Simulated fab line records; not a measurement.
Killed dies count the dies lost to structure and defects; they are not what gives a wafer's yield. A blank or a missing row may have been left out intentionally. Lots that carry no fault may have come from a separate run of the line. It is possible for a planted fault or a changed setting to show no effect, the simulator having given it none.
Split-lot study	flow sfq line	23 wafers read across 5 lots, on a route 325 steps long

== SPLIT DETAILS ==
At SFQ_TRILAYER_M4_LITHO_COAT_098 (resist thk 62 nm), the setting resist thk nm was moved away from the recipe's 62 nm on 11 of the 23 wafers read, by +2.7% to +5.5%. The other wafers ran this setting at the recipe's value.

The reading is taken at the split's own step.

== THE READING ==
BARC_of_TRILAYER_M4_LITHO_COAT_098.thk nm (the simulator's own value, which no gauge read), in nm, at SFQ_TRILAYER_M4_LITHO_COAT_098 (resist thk 62 nm). The file gives no usual value for it. Across the 12 wafers here that went through the recipe, the average is 62.04 nm and the standard deviation 0.22 nm.

wafer	tool, chamber at the split	resist thk nm as run, nm	against the recipe	BARC_of_TRILAYER_M4_LITHO_COAT_098.thk nm, nm	against lot-mates on the recipe
L074.1	litho track-01, 0	65.43	+5.5%	65.04	+3.29
L074.2	litho track-01, 0	65.43	+5.5%	65.08	+3.32
L074.4	litho track-01, 0	62	recipe	61.7	-
L074.5	litho track-01, 0	62	recipe	61.81	-
L074.6	litho track-01, 0	65.43	+5.5%	64.9	+3.15
L075.1	litho track-01, 0	62	recipe	62.29	-
L075.3	litho track-01, 0	62	recipe	62.2	-
L075.5	litho track-01, 0	62	recipe	62.43	-
L077.2	litho track-01, 0	64.41	+3.9%	64.13	+2.25
L077.3	litho track-01, 0	62	recipe	61.94	-
L077.4	litho track-01, 0	64.41	+3.9%	64.33	+2.45
L077.5	litho track-01, 0	62	recipe	61.82	-
L077.6	litho track-01, 0	64.41	+3.9%	64.35	+2.47
L078.2	litho track-04, 0	62	recipe	61.88	-
L078.3	litho track-04, 0	63.69	+2.7%	63.75	+1.78
L078.4	litho track-04, 0	62	recipe	61.91	-
L078.5	litho track-04, 0	62	recipe	62.12	-
L078.6	litho track-04, 0	63.69	+2.7%	63.72	+1.75
L082.1	litho track-04, 0	64.7	+4.4%	64.78	+2.61
L082.2	litho track-04, 0	64.7	+4.4%	64.96	+2.78
L082.3	litho track-04, 0	64.7	+4.4%	65.06	+2.89
L082.4	litho track-04, 0	62	recipe	62.23	-
L082.6	litho track-04, 0	62	recipe	62.12	-

THE FIT
A straight line over all 23 wafers: BARC_of_TRILAYER_M4_LITHO_COAT_098.thk nm changes by +0.581 nm for each +1% of resist thk nm; r = +0.98; the points scatter about the line by 0.24 nm.
The same after taking each lot's own level away (the mean of its wafers on the recipe; 23 wafers): +0.607 nm for each +1%; r = +1.00; scatter 0.11 nm.
That fit puts the effect of the largest move of resist thk nm on the reading at 3.4 nm.
From 61.755 to 62.307 nm: that is the span of the lots' own levels, equal to 2.6 times the standard deviation above.
Consequently the slope shifts little with the lot-to-lot level, the two slopes agreeing.
Check: for one of the wafers moved furthest among these (+5.5%), held out of the fit, the line's prediction against its lot-mates is +3.39 nm. Against them it came out at +3.29 nm.

== THESE WAFERS: OTHER SPLITS ==
Other splits were also applied to these wafers ahead of the reading. Each is held against what the fit with the lots' levels taken away leaves over:
other split on the same wafers	wafers away from the commonest value	r with BARC_of_TRILAYER_M4_LITHO_COAT_098.thk nm (lot level and that fit taken away)
SFQ_TRILAYER_I2_DEP_PECVD_063 time s	5	-0.29
SFQ_TRILAYER_I2_VIA_LITHO_COAT_067 spin rpm	6	-0.15
SFQ_TRILAYER_M3_DEP_SPUTTER_073 time s	8	-0.25
SFQ_TRILAYER_M3_LITHO_COAT_080 spin rpm	9	-0.10
SFQ_TRILAYER_M3_BARC_OPEN_METAL_ETCH_100 pressure mtorr	15	-0.16
SFQ_TRILAYER_I3_VIA_LITHO_COAT_090 spin rpm	11	-0.27
SFQ_TRILAYER_I3_VIA_LITHO_PEB_088 peb temp c	9	-0.05
SFQ_TRILAYER_I3_VIA_BARC_OPEN_VIA_ETCH_121 source w	8	+0.10

== THE FILE'S OWN FIT ==
BARC_of_TRILAYER_M4_LITHO_COAT_098.thk nm changes by +0.612 nm for each +1% of resist thk nm, r = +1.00.
